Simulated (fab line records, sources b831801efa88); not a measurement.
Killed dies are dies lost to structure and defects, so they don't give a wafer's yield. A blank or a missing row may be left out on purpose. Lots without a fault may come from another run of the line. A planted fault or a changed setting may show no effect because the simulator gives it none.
fab line records | flow sky130
record lots=11 wafers=33 last_day=50
route steps=708 shown LDD_P@265 LDD_HVN@276 LDD_HVP@287 POLY_CUT@318 PAD_OPEN@708
lots that met no fault: from a run of the same line without faults
start_h: hours from the record's first day to the start of the lot's first wafer shown | wait_h: hours since the lot's step before | " the same as in the row above | L1.1+2: a row that stands for several wafers | - no value, or no start given | * or withheld: withheld | < > ~ a bound
route shown NAME@n: a module of which the file shows steps, and the number in the route of the first | usual: mean/standard deviation of fault-free wafers | same: alike in all rows | chamber/n: place in a boat | sites: the reading at each site | _std_site: their standard deviation | _edge_site: outer sites' mean less inner sites' | radius_mm: how far each site lies from the wafer's centre | mask NAME#n: copy n | behind: the tool/chamber that last shaped the wafer | hold: why the lot was held/for how many hours/how that ended | device: the transistor (n, p or np) that didn't switch | end of line: the same wafers' tests at the end of the route | a step without rows: its recipe alone | killed: dies lost to structure and defects at the first sort, not the wafer's yield | map: a wafer's dies, x killed, . not, _ none there
set.NAME: the setting as run; set.NAME@STEP: as run at that earlier step | model.NAME: the simulator's own value behind a step, which no gauge read
steps of the route over a sample of lots; a table a step, a row a wafer
services: from which hour (start_h, from the record's first day; less than 0 if before it) a tool's chamber was out of use, for how many hours, and why
## steps
# step SKY_LDD_P_STRIP_10
# recipe chemistry=O2/N2 power_w=1400 pressure_mtorr=1500 platen_temp_c=withheld o2_flow_sccm=3000 n2_flow_sccm=300 overash_fraction=0.5
# usual drypump_motor_current_A=5.77/0.18 oes_product_au=0.716/0.0043 strip_time_to_endpoint_s=14.37/0.046
# columns lot.wafer tool chamber start_h wait_h drypump_motor_current_A oes_product_au rf_hours_counter_h strip_time_to_endpoint_s
L460.1 plasma_asher-04 1 468.10 0.1 5.70 0.714 77 14.34
L460.2 " 0 " " 5.63 0.712 77 14.38
L460.3 " 0 " " 5.63 0.712 - 14.35
L461.1 plasma_asher-04 1 477.62 0.1 5.71 0.716 78 14.34
L461.4 " 1 " " 5.73 0.709 - 14.38
L461.6 " 1 " " 5.71 0.718 - 14.37
L462.2 plasma_asher-04 0 488.66 0.1 5.63 0.712 80 14.31
L462.4 " 1 " " 5.70 0.714 - 14.32
L462.5 " 0 " " 5.62 0.709 - 14.35
L464.2 plasma_asher-02 1 505.62 0.1 5.53 0.718 6 14.39
L464.3 " 0 " " 6.08 0.716 - 14.41
L464.4 " 1 " " 5.49 0.717 - 14.39
L467.1 plasma_asher-01 1 531.16 0.1 5.74 0.721 70 14.32
L467.2 " 0 " " 6.00 0.713 70 14.32
L467.6 " 1 " " 5.73 0.712 - 14.33
L469.2 plasma_asher-01 1 555.76 0.1 5.75 0.716 73 14.34
L469.4 " 0 " " 5.98 0.723 - 14.35
L469.5 " 0 " " 5.99 0.718 - 14.38
L470.2 plasma_asher-01 1 562.46 0.1 5.75 0.726 73 14.41
L470.3 " 0 " " 5.99 0.714 - 14.38
L470.5 " 0 " " 5.98 0.713 - 14.42
L471.4 plasma_asher-04 0 573.25 0.1 5.63 0.718 - 14.35
L471.5 " 0 " " 5.63 0.720 - 14.33
L471.6 " 1 " " 5.71 0.718 - 14.35
L475.1 plasma_asher-04 0 598.42 0.1 5.64 0.711 91 14.37
L475.3 " 1 " " 5.71 0.718 - 14.39
L475.6 " 0 " " 5.62 0.713 - 14.35
L477.2 plasma_asher-02 0 620.02 0.1 6.10 0.708 18 14.32
L477.4 " 1 " " 5.51 0.718 - 14.35
L477.6 " 0 " " 6.10 0.720 - 14.36
L478.3 plasma_asher-01 0 638.85 0.1 6.01 0.715 - 14.32
L478.4 " 1 " " 5.77 0.718 - 14.31
L478.5 " 1 " " 5.75 0.713 - 14.31
# step SKY_LDD_HVN_STRIP_09
# recipe chemistry=O2/N2 power_w=1400 pressure_mtorr=1500 platen_temp_c=withheld o2_flow_sccm=3000 n2_flow_sccm=300 overash_fraction=0.5
# usual drypump_motor_current_A=5.6/0.46 oes_product_au=0.409/0.0041 strip_time_to_endpoint_s=4.133/0.014
# columns lot.wafer tool chamber start_h wait_h drypump_motor_current_A oes_product_au rf_hours_counter_h strip_time_to_endpoint_s
L460.1 plasma_asher-03 1 499.16 0.1 5.0 0.419 36 4.128
L460.2 " 0 " " 4.8 0.411 36 4.150
L460.3 " 1 " " 5.0 0.405 - 4.144
L461.1 plasma_asher-02 1 508.91 0.1 5.5 0.407 7 4.132
L461.4 " 1 " " 5.5 0.407 - 4.126
L461.6 " 0 " " 6.1 0.418 - 4.125
L462.2 plasma_asher-03 1 519.84 0.1 5.0 0.408 39 4.127
L462.4 " 1 " " 4.9 0.399 - 4.116
L462.5 " 0 " " 4.8 0.412 - 4.128
L464.2 plasma_asher-03 1 536.51 0.1 5.0 0.411 40 4.127
L464.3 " 1 " " 5.0 0.411 - 4.129
L464.4 " 0 " " 4.8 0.411 - 4.167
L467.1 plasma_asher-01 1 560.66 0.1 5.7 0.417 73 4.126
L467.2 " 0 " " 6.0 0.414 73 4.132
L467.6 " 1 " " 5.7 0.408 - 4.136
L469.2 plasma_asher-01 0 585.11 0.1 6.0 0.411 76 4.112
L469.4 " 1 " " 5.7 0.409 - 4.115
L469.5 " 1 " " 5.7 0.405 - 4.147
L470.2 plasma_asher-02 0 590.71 0.1 6.1 0.406 15 4.116
L470.3 " 1 " " 5.5 0.410 - 4.133
L470.5 " 1 " " 5.5 0.405 - 4.122
L471.4 plasma_asher-03 1 602.09 0.1 5.0 0.408 - 4.154
L471.5 " 1 " " 5.0 0.414 - 4.140
L471.6 " 0 " " 4.8 0.406 - 4.164
L475.1 plasma_asher-02 0 627.94 0.1 6.1 0.411 19 4.133
L475.3 " 0 " " 6.1 0.400 - 4.138
L475.6 " 0 " " 6.1 0.406 - 4.122
L477.2 plasma_asher-01 0 648.84 0.1 6.0 0.419 82 4.146
L477.4 " 0 " " 6.0 0.404 - 4.146
L477.6 " 1 " " 5.7 0.405 - 4.155
L478.3 plasma_asher-01 1 666.49 0.1 5.7 0.409 - 4.128
L478.4 " 0 " " 6.0 0.409 - 4.129
L478.5 " 0 " " 6.0 0.407 - 4.130
# step SKY_LDD_HVP_STRIP_09
# recipe chemistry=O2/N2 power_w=1400 pressure_mtorr=1500 platen_temp_c=withheld o2_flow_sccm=3000 n2_flow_sccm=300 overash_fraction=0.5
# usual drypump_motor_current_A=5.4/0.39 oes_product_au=0.408/0.0045 strip_time_to_endpoint_s=4.127/0.013
# columns lot.wafer tool chamber start_h wait_h drypump_motor_current_A oes_product_au rf_hours_counter_h strip_time_to_endpoint_s
L460.1 plasma_asher-03 1 530.35 0.1 5.0 0.413 39 4.120
L460.2 " 0 " " 4.8 0.398 39 4.128
L460.3 " 0 " " 4.8 0.412 - 4.127
L461.1 plasma_asher-01 0 539.21 0.1 6.0 0.407 71 4.115
L461.4 " 0 " " 6.0 0.403 - 4.130
L461.6 " 0 " " 6.0 0.410 - 4.123
L462.2 plasma_asher-03 0 550.16 0.1 4.8 0.409 41 4.142
L462.4 " 0 " " 4.9 0.408 - 4.124
L462.5 " 1 " " 5.0 0.408 - 4.121
L464.2 plasma_asher-04 1 565.80 0.1 5.7 0.410 87 4.138
L464.3 " 0 " " 5.7 0.407 - 4.119
L464.4 " 1 " " 5.8 0.414 - 4.119
L467.1 plasma_asher-04 0 589.85 0.1 5.6 0.403 90 4.120
L467.2 " 1 " " 5.7 0.404 90 4.153
L467.6 " 1 " " 5.7 0.410 - 4.110
L469.2 plasma_asher-03 1 614.96 0.1 5.0 0.408 47 4.132
L469.4 " 0 " " 4.8 0.412 - 4.133
L469.5 " 1 " " 5.0 0.404 - 4.124
L470.2 plasma_asher-03 1 620.21 0.1 5.0 0.417 48 4.150
L470.3 " 1 " " 5.0 0.408 - 4.137
L470.5 " 0 " " 4.8 0.409 - 4.130
L471.4 plasma_asher-04 0 630.79 0.1 5.6 0.397 - 4.122
L471.5 " 0 " " 5.6 0.405 - 4.140
L471.6 " 1 " " 5.7 0.410 - 4.114
L475.1 plasma_asher-04 1 656.96 0.1 5.7 0.414 96 4.123
L475.3 " 0 " " 5.6 0.412 - 4.141
L475.6 " 1 " " 5.7 0.419 - 4.138
L477.2 plasma_asher-04 1 677.30 0.1 5.6 0.405 99 4.077
L477.4 " 1 " " 5.7 0.407 - 4.144
L477.6 " 1 " " 5.7 0.407 - 4.116
L478.3 plasma_asher-04 1 694.88 0.1 5.7 0.408 - 4.133
L478.4 " 0 " " 5.6 0.406 - 4.119
L478.5 " 0 " " 5.6 0.412 - 4.120
# step SKY_POLY_CUT_ETCH_11
# recipe target=Si3N4 chemistry=CF4/CH2F2/Ar stop_on=poly-Si source_w=600 bias_w=150 pressure_mtorr=40 cf4_flow_sccm=40 ch2f2_flow_sccm=20 Ar_flow_sccm=150 time_s=42.5 target_depth_a=600
# usual bias_w=150.0/0.44 cf4_flow_sccm=40.01/0.11 drypump_motor_current_A=5.7/0.48 oes_product_au=0.831/0.0056 throttle_valve_pct=14.994/0.0093
# columns lot.wafer tool chamber start_h wait_h bias_w cf4_flow_sccm drypump_motor_current_A oes_product_au rf_hours_counter_h throttle_valve_pct
L460.1 rie_diel-02 3 590.87 0.0 149.6 39.93 5.2 0.824 28 14.987
L460.2 " 0 " " 149.8 39.94 5.8 0.831 24 14.994
L460.3 " 2 " " 149.9 40.01 5.5 0.827 1 14.993
L461.1 rie_diel-01 1 600.48 0.0 149.1 40.19 5.7 0.834 10 15.003
L461.4 " 0 " " 149.6 39.96 6.2 0.832 - 14.988
L461.6 " 0 " " 150.0 40.14 6.2 0.835 - 15.000
L462.2 rie_diel-02 1 624.11 0.0 150.0 40.01 6.0 0.835 3 14.993
L462.4 " 0 " " 150.0 39.99 5.8 0.835 25 15.011
L462.5 " 1 " " 149.4 39.96 6.0 0.836 - 14.993
L464.2 rie_diel-02 1 627.65 0.0 150.5 39.94 5.9 0.833 3 14.994
L464.3 " 2 " " 150.0 40.10 5.5 0.836 2 14.999
L464.4 " 0 " " 150.3 39.88 5.7 0.833 25 14.989
L467.1 rie_diel-02 1 650.56 0.0 149.8 39.89 5.9 0.824 4 14.992
L467.2 " 3 " " 150.7 40.09 5.1 0.834 29 14.983
L467.6 " 3 " " 149.8 40.24 5.2 0.830 - 14.975
L469.2 rie_diel-02 0 674.20 0.0 - - - - - -
L469.4 " 1 " " - - - - - -
L469.5 " 2 " " - - - - - -
L470.2 rie_diel-04 2 680.97 0.0 - - - - - -
L470.3 " 0 " " - - - - - -
L470.5 " 1 " " - - - - - -
L471.4 rie_diel-02 2 690.26 0.0 149.4 40.10 5.5 0.836 3 14.991
L471.5 " 2 " " 149.4 39.93 5.5 0.830 - 14.998
L471.6 " 1 " " 150.2 40.04 5.9 0.826 - 14.988
L475.1 rie_diel-02 2 715.11 0.0 150.1 40.02 5.5 0.829 4 14.997
L475.3 " 3 " " 149.7 39.87 5.2 0.836 31 14.978
L475.6 " 2 " " 149.2 40.06 5.5 0.843 - 15.020
L477.2 rie_diel-02 0 735.47 0.0 150.3 39.94 5.8 0.831 28 14.991
L477.4 " 1 " " 150.7 39.84 6.0 0.823 6 14.991
L477.6 " 2 " " 149.7 40.09 5.5 0.827 - 15.003
L478.3 rie_diel-04 1 752.07 0.0 149.9 40.11 4.9 0.831 20 14.995
L478.4 " 2 " " 149.6 39.86 6.4 0.834 10 15.007
L478.5 " 1 " " 150.0 40.14 4.9 0.836 - 14.990
# step SKY_PAD_OPEN_PROBE_99
# usual killed_at_M0_to_M3=43/7.1 killed_at_M4_up=3.0/1.9 killed_at_contacts=24/5 killed_at_front_end=15/4.3 killed_at_other=0.3/0.5 killed_dies=85/9.6 killed_on_rim=17/4.3 killed_open=46/7.1 killed_short=39/6.8
# same gross_dies=492 killed_at_back_side=0
# columns lot.wafer tool chamber start_h wait_h killed_at_M0_to_M3 killed_at_M4_up killed_at_contacts killed_at_front_end killed_at_other killed_dies killed_on_rim killed_open killed_short
L460.1 prober-01 - 1096.28 0.1 30 1 21 18 0 70 8 37 33
L460.2 prober-01 - 1096.33 0.1 36 7 23 16 0 82 16 30 52
L460.3 prober-01 - 1096.38 0.2 50 6 23 20 0 99 19 43 56
L462.2 prober-01 - 1119.37 0.1 44 3 28 25 0 100 17 63 37
L462.4 prober-01 - 1119.47 0.2 45 5 26 11 0 87 21 38 49
L462.5 prober-01 - 1119.52 0.2 51 2 21 22 0 96 19 50 46
L464.2 prober-01 - 1120.87 0.1 54 4 22 22 1 103 25 51 52
L464.3 prober-01 - 1120.92 0.2 51 1 23 19 0 94 18 61 33
L464.4 prober-01 - 1120.97 0.2 55 1 22 22 1 101 20 55 46
L467.1 prober-02 - 1137.47 0.1 36 3 16 19 0 74 12 41 33
L467.2 prober-02 - 1137.52 0.1 43 0 25 14 1 83 15 42 41
L467.6 prober-02 - 1137.72 0.2 54 4 31 19 0 108 26 61 47
L469.2 prober-01 - 1152.98 0.1 42 3 25 422 0 492 96 56 29
L469.4 prober-01 - 1153.08 0.2 41 5 25 421 0 492 96 55 39
L469.5 prober-01 - 1153.13 0.2 38 5 26 423 0 492 96 39 38
L470.2 prober-02 - 1154.73 0.1 44 2 28 418 0 492 96 42 49
L470.3 prober-02 - 1154.78 0.2 41 1 22 428 0 492 96 37 40
L470.5 prober-02 - 1154.88 0.2 38 1 35 418 0 492 96 51 34
# killed by level:class
L460.1 VIA1:geometric_particle:open=9 LI_CONTACT:geometric_particle:open=6 LOCAL_INTERCONNECT:geometric_particle:short=6 VIA3:geometric_particle:short=6 FIELD_ISO:geometric_particle:open=4 POLY_GATE:geometric_particle:short=4 CONTACT:geometric_particle:open=4 POLY_GATE:geometric_particle:open=3
L460.2 VIA1:geometric_particle:short=8 LOCAL_INTERCONNECT:geometric_particle:short=7 CONTACT:geometric_particle:short=7 FIELD_ISO:geometric_particle:open=6 LI_CONTACT:geometric_particle:open=6 VIA1:geometric_particle:open=6 METAL4:geometric_particle:short=6 POLY_GATE:geometric_particle:short=5
L460.3 METAL2:geometric_particle:short=9 VIA2:geometric_particle:open=9 FIELD_ISO:geometric_particle:open=7 LI_CONTACT:geometric_particle:short=7 METAL1:geometric_particle:short=6 FIELD_ISO:geometric_particle:short=5 LI_CONTACT:geometric_particle:open=5 VIA3:geometric_particle:open=5
L462.2 CONTACT:geometric_particle:open=13 VIA2:geometric_particle:open=9 VIA1:geometric_particle:open=9 POLY_GATE:geometric_particle:open=8 FIELD_ISO:geometric_particle:open=6 LI_CONTACT:geometric_particle:open=6 METAL2:geometric_particle:short=6 POLY_GATE:geometric_particle:short=5
L462.4 CONTACT:geometric_particle:open=9 METAL1:geometric_particle:short=8 VIA3:geometric_particle:open=8 VIA1:geometric_particle:open=7 LOCAL_INTERCONNECT:geometric_particle:short=6 VIA2:geometric_particle:open=5 FIELD_ISO:geometric_particle:short=4 POLY_GATE:geometric_particle:short=4
L462.5 LI_CONTACT:geometric_particle:open=10 VIA1:geometric_particle:open=9 VIA2:geometric_particle:open=9 METAL1:geometric_particle:short=8 FIELD_ISO:geometric_particle:open=6 METAL2:geometric_particle:short=6 LOCAL_INTERCONNECT:geometric_particle:short=6 FIELD_ISO:geometric_particle:short=5
L464.2 VIA1:geometric_particle:open=12 LI_CONTACT:geometric_particle:open=10 FIELD_ISO:geometric_particle:short=8 METAL2:geometric_particle:short=8 METAL1:geometric_particle:short=7 VIA2:geometric_particle:open=7 FIELD_ISO:geometric_particle:open=5 CONTACT:geometric_particle:open=5
L464.3 VIA1:geometric_particle:open=19 CONTACT:geometric_particle:open=10 LI_CONTACT:geometric_particle:open=9 VIA1:geometric_particle:short=8 METAL2:geometric_particle:short=7 FIELD_ISO:geometric_particle:open=6 METAL2:geometric_particle:open=4 VIA3:geometric_particle:open=4
L464.4 VIA1:geometric_particle:open=13 METAL1:geometric_particle:short=10 POLY_GATE:geometric_particle:open=7 METAL2:geometric_particle:short=7 LI_CONTACT:geometric_particle:open=6 VIA2:geometric_particle:open=6 VIA3:geometric_particle:open=6 FIELD_ISO:geometric_particle:open=5
L467.1 VIA1:geometric_particle:open=14 CONTACT:geometric_particle:open=7 METAL2:geometric_particle:short=6 FIELD_ISO:geometric_particle:short=5 POLY_GATE:geometric_particle:short=5 LOCAL_INTERCONNECT:geometric_particle:short=5 VIA3:geometric_particle:open=5 FIELD_ISO:geometric_particle:open=3
L467.2 VIA1:geometric_particle:open=10 CONTACT:geometric_particle:open=8 METAL2:geometric_particle:short=8 FIELD_ISO:geometric_particle:short=6 LOCAL_INTERCONNECT:geometric_particle:short=5 METAL1:geometric_particle:short=5 FIELD_ISO:geometric_particle:open=4 CONTACT:geometric_particle:short=4
L467.6 CONTACT:geometric_particle:open=16 VIA2:geometric_particle:open=11 VIA3:geometric_particle:open=10 METAL1:geometric_particle:short=8 VIA1:geometric_particle:open=7 METAL2:geometric_particle:short=5 POLY_GATE:geometric_particle:short=4 LI_CONTACT:geometric_particle:open=4
L469.2 POLY_CUT:area_etch=407 CONTACT:geometric_particle:open=12 VIA1:geometric_particle:open=11 VIA3:geometric_particle:open=9 LI_CONTACT:geometric_particle:open=7 METAL1:geometric_particle:short=6 FIELD_ISO:geometric_particle:short=5 VIA1:geometric_particle:short=4
L469.4 POLY_CUT:area_etch=398 CONTACT:geometric_particle:open=13 FIELD_ISO:geometric_particle:open=10 METAL2:geometric_particle:short=9 VIA3:geometric_particle:open=7 POLY_GATE:geometric_particle:open=5 FIELD_ISO:geometric_particle:short=4 LI_CONTACT:geometric_particle:short=4
L469.5 POLY_CUT:area_etch=415 CONTACT:geometric_particle:open=9 VIA2:geometric_particle:open=8 VIA3:geometric_particle:open=8 CONTACT:geometric_particle:short=7 METAL2:geometric_particle:short=6 VIA1:geometric_particle:open=5 LI_CONTACT:geometric_particle:open=4
L470.2 POLY_CUT:area_etch=401 VIA1:geometric_particle:open=11 LI_CONTACT:geometric_particle:open=8 CONTACT:geometric_particle:open=8 METAL1:geometric_particle:short=8 FIELD_ISO:geometric_particle:short=6 CONTACT:geometric_particle:short=6 LOCAL_INTERCONNECT:geometric_particle:short=5
L470.3 POLY_CUT:area_etch=415 VIA1:geometric_particle:open=10 LI_CONTACT:geometric_particle:open=9 VIA2:geometric_particle:open=8 METAL1:geometric_particle:short=7 CONTACT:geometric_particle:short=6 FIELD_ISO:geometric_particle:short=5 LOCAL_INTERCONNECT:geometric_particle:short=4
L470.5 POLY_CUT:area_etch=407 CONTACT:geometric_particle:open=13 VIA1:geometric_particle:open=11 LI_CONTACT:geometric_particle:open=8 LOCAL_INTERCONNECT:geometric_particle:short=7 METAL1:geometric_particle:short=5 POLY_GATE:geometric_particle:short=5 VIA2:geometric_particle:open=5
## services
# columns tool chamber start_h hours kind
plasma_asher-01 - 452.02 1.7 repair
rie_diel-04 - 466.02 0.3 repair
plasma_asher-02 - 470.03 14.6 pm
rie_diel-01 0 474.56 3.8 repair
rie_diel-02 - 490.96 5.4 repair
rie_diel-02 2 514.20 4.4 repair
rie_diel-02 - 517.69 0.1 repair
rie_diel-01 2 541.35 130.5 repair
rie_diel-02 0 556.79 5.8 repair
rie_diel-02 1 557.59 16.3 repair
rie_diel-01 1 573.41 9.7 repair
plasma_asher-03 - 573.74 7.6 repair
rie_diel-02 0 625.62 1.6 repair
rie_diel-02 2 635.49 16.2 repair
rie_diel-04 3 670.12 13.5 repair
rie_diel-02 - 675.24 2.8 pm
rie_diel-04 - 686.39 7.2 repair
rie_diel-02 - 700.35 0.1 repair
rie_diel-04 1 708.05 4.2 repair
rie_diel-04 2 712.05 4.6 repair
rie_diel-02 - 727.87 0.5 repair
rie_diel-04 0 731.63 1.4 repair
plasma_asher-04 - 733.75 9.0 pm
plasma_asher-02 - 749.64 2.8 pm
## key
first_sign step=SKY_POLY_CUT_ETCH_11 reading=tool_record direction=missing
effect step=SKY_PAD_OPEN_PROBE_99 reading=killed_at_front_end direction=up sigmas=95 usual=15 struck=422
more_kills_born_at SKY_POLY_CUT_ETCH_11@rie_diel-04=1223 SKY_POLY_CUT_ETCH_11@rie_diel-02=1220
met_at SKY_POLY_CUT_ETCH_11
struck_lots L469,L470
later_rows_left_out L469.2,L469.4,L469.5,L470.2,L470.3,L470.5
tester_left_out L469,L470
not_acting_at SKY_LDD_P_STRIP_10,SKY_LDD_HVN_STRIP_09,SKY_LDD_HVP_STRIP_09
onset_between 650.56 674.20
fault kind=skipped_step_whole tool=rie_diel-02,rie_diel-04 chamber=- onset_h=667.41 steps=SKY_POLY_CUT_ETCH_11 scope=struck_lots_only
# tester_left_out: of these lots the tester's yield and bins aren't shown, on N5 and GAA mostly nor the transistor test; their killed dies are dies lost to structure and defects alone, not to doping, threshold or leakage, so they don't give the yield
# later_rows_left_out: the simulator's readings of these wafers behind a module that went badly wrong aren't trusted and aren't shown, but for the sort
